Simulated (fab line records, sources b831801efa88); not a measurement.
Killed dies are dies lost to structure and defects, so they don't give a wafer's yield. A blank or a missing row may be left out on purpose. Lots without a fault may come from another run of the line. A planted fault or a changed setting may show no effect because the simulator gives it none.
A struck lot beside a sound one | flow gf180mcu | 16 steps out of a route of 602
Sound: wafers L869.1, L869.3, L869.6. Struck: wafer L877.1. (L877.2, L877.4 of the same lot were not struck and are left out.) The cause comes at the end.
At each step with rows: each side's tool, then ch and its chambers, then its first start. Under that, the readings that differ: sound wafers | struck wafers | difference of the means | sigmas: that difference in standard deviations of wafers without a fault.
alike: readings whose means differ by less than 2 such deviations, and words and numbers that are the same on both sides. not compared: withheld readings, readings that some wafer has no value for, bounds like >300 that may hide the same value, and numbers for which the record gives no deviation and whose values overlap.
The two part at a step that has a row with sigmas, a row that says differs or no value, or rows on one side only. Numbers that don't overlap but have no deviation are shown without sigmas and don't part them. A reading that every wafer of one side lacks parts them only if that side has two wafers or more.

first, 6 steps without rows for these wafers: GF_M3_HMDS_08 (prime time 60 s); GF_M3_COAT_09 (resist thk 1000 nm); GF_M3_SOFTBAKE_10 (time 60 s); GF_M3_EXPOSE_11 (exposes mask Metal3, target cd 280 nm); GF_M3_PEB_12 (peb time 90 s); GF_M3_DEVELOP_13 (develop time 60 s).
GF_M3_CD_MEAS_14: target cd 280 nm.
  sound on cd_sem-02, day 23 14:56; struck on cd_sem-02, day 26 13:31
  alike: cd_nm
GF_M3_OVL_MEAS_15:
  sound on overlay-02, day 23 15:04; struck on overlay-01, day 26 13:38
  alike: M3_OVL
GF_M3_METAL_ETCH_16: etches the open film in Cl2/BCl3, stops on SiO2, target depth 627.5 nm, time 104.6 s.
  sound on rie_metal-01 ch 0, day 23 15:05; struck on rie_metal-04 ch 0, day 26 13:40
  alike: bcl3_flow_sccm, drypump_motor_current_A, mfc_cl2_sccm, oes_product_au, throttle_valve_pct
  not compared: rf_hours_counter_h
GF_M3_STRIP_17: strips in O2/N2.
  sound on plasma_asher-04 ch 0,1, day 23 15:13; struck on plasma_asher-01 ch 1, day 26 13:46
  reading            | sound       | struck | difference | sigmas
  heater_power_w (W) | 331 282 279 | 350    | +53        | +2
  alike: drypump_motor_current_A, oes_product_au, platen_temp_c, strip_time_to_endpoint_s
  not compared: rf_hours_counter_h
then, 2 steps without rows for these wafers: GF_M3_STRIP_18 (strips in post etch residue remover, time 1200 s); GF_M3_CLEAN_19 (cleans in DIW).
GF_V3_CVD_00: deposits SiO2, target thk 600 nm, time 100 s.
  sound on hdpcvd-02 ch 1,2, day 23 16:08; struck on hdpcvd-02 ch 0, day 26 14:19
  reading                             | sound             | struck | difference | sigmas
  sih4_flow_sccm (sccm)               | 60.06 59.96 60.09 | 90.10  | +30.06     | +99 or more
  model.SiO2_of_V3_CVD_00.thk_nm (nm) | 605.3 609.2 610   | 898.1  | +289.9     |
GF_V3_THK_MEAS_01:
  sound on film_metro-02, day 23 16:13; struck on film_metro-03, day 26 14:23
  reading            | sound       | struck | difference | sigmas
  V3_CVD_00_THK (nm) | 606 609 610 | 899    | +291       | +44
GF_V3_CVD_02: deposits SiO2 from TEOS, target thk 850 nm, time 94.851 s.
  sound on pecvd-03 ch 0,1, day 23 16:16; struck on pecvd-03 ch 2, day 26 14:26
  alike: heater_power_w
GF_PASSIVATION_PROBE_99:
  the record has rows for the sound wafers here (prober-01, day 30 20:59) and none for the struck ones

WHERE THEY PART
First at GF_M3_STRIP_17; last, within this record, at GF_PASSIVATION_PROBE_99.

WHY: what the simulator had put in
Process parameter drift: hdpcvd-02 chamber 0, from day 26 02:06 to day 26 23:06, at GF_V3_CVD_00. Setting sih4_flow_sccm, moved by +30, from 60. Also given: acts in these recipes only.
